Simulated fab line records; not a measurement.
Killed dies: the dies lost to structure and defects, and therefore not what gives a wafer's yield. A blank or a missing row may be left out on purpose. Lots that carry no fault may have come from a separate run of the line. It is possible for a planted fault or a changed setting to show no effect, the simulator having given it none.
2 desks looking at one fault || flow gf180mcu || what lay behind the numbers comes last; until then each desk has only its own

## FROM THE METROLOGY DESK
What the gauges read for every lot (on any tool): the sampled wafers with a number, averaged. A lot is out of limits, marked OUT, if its mean lies more than 4 standard deviations from the usual mean; the brackets give that distance.
Columns: A = HV_LDD_4_TW at GF_HV_LDD_TW_MEAS_50, usual 569; B = V1_OVL at GF_V1_OVL_MEAS_15, usual -2 nm; C = cdNm at GF_V3_CD_MEAS_14, usual 259.9 nm
{"lot": "L889", "first seen here": "day 12 07:22", "A": 576, "B": 2, "C": 260.8}
{"lot": "L890", "first seen here": "day 12 16:13", "A": 567, "B": -0, "C": 260.9}
{"lot": "L891", "first seen here": "day 13 00:17", "A": 566, "B": -3, "C": 259.4}
{"lot": "L892", "first seen here": "day 13 06:39", "A": 568, "B": -5, "C": 260.3}
{"lot": "L893", "first seen here": "day 14 02:13", "A": 568, "B": 0, "C": 259.0}
{"lot": "L894", "first seen here": "day 14 02:31", "A": 568, "B": -4, "C": 260.7}
{"lot": "L895", "first seen here": "day 14 15:21", "A": 568, "B": -4, "C": 261.2}
{"lot": "L897", "first seen here": "day 15 12:34", "A": 574, "B": -1, "C": 259.6}
{"lot": "L896", "first seen here": "day 15 12:52", "A": 565, "B": -1, "C": 258.9}
{"lot": "L898", "first seen here": "day 16 09:22", "A": 572, "B": 1, "C": 260.5}
{"lot": "L899", "first seen here": "day 16 09:59", "A": 565, "B": -3, "C": 258.9}
{"lot": "L902", "first seen here": "day 17 05:47", "A": "544 (-6.4) OUT", "B": -8, "C": 260.3}
{"lot": "L911", "first seen here": "day 20 03:31", "A": 574, "B": -6, "C": 260.8}
This desk's finding: out of limits on L902; first on L902, day 17 05:47 (HV_LDD_4_TW at GF_HV_LDD_TW_MEAS_50). L889, L890, L891, L892, L893, L894, L895, L897, L896, L898, L899, L911 stayed within limits.

## FOR THE TOOL OWNER'S DESK: implanter-01
The tool's own readings at GF_HV_LDD_IMPLANT_48: means of the sampled wafers that have a number, for each lot that ran on this tool. A lot is out of limits, marked OUT, if its mean lies more than 4 standard deviations from the usual mean; the brackets give that distance.
Columns: A = beamEnergyKeV at GF_HV_LDD_IMPLANT_48, usual 24.999; B = beamOnS at GF_HV_LDD_IMPLANT_48, usual 10.00 s; C = faradayCurrentUA at GF_HV_LDD_IMPLANT_48, usual 169
{"lot": "L895", "first seen here": "day 14 15:08", "A": 25.018, "B": 9.91, "C": 171}
{"lot": "L897", "first seen here": "day 15 12:19", "A": 24.989, "B": 10.08, "C": 168}
{"lot": "L896", "first seen here": "day 15 12:37", "A": 24.997, "B": 9.93, "C": 171}
{"lot": "L902", "first seen here": "day 17 05:34", "A": 25.017, "B": "9.09 (-4.3) OUT", "C": "190 (+5.9) OUT"}
Finding of this desk: L902 out of limits; the first was L902 at day 17 05:34, on beamOnS at GF_HV_LDD_IMPLANT_48. L895, L897, L896 stayed within limits.

## PUT TOGETHER
At day 17 05:34, on L902, the tool owner's desk was in a position to raise an alarm.
Metrology desk: alarm possible at day 17 05:47 on L902.
The lots listed all ran GF_HV_LDD_IMPLANT_48 on implanter-01.

## WHAT HAD BEEN PUT IN BY THE SIMULATOR
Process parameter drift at GF_HV_LDD_IMPLANT_48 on implanter-01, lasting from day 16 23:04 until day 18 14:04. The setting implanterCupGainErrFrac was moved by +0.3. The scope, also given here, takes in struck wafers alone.
Lots struck among those shown: L902.
Delay (hours) between the fault's onset and each desk's first out-of-limits reading: 6 at the tool owner's desk, 7 at the metrology desk.
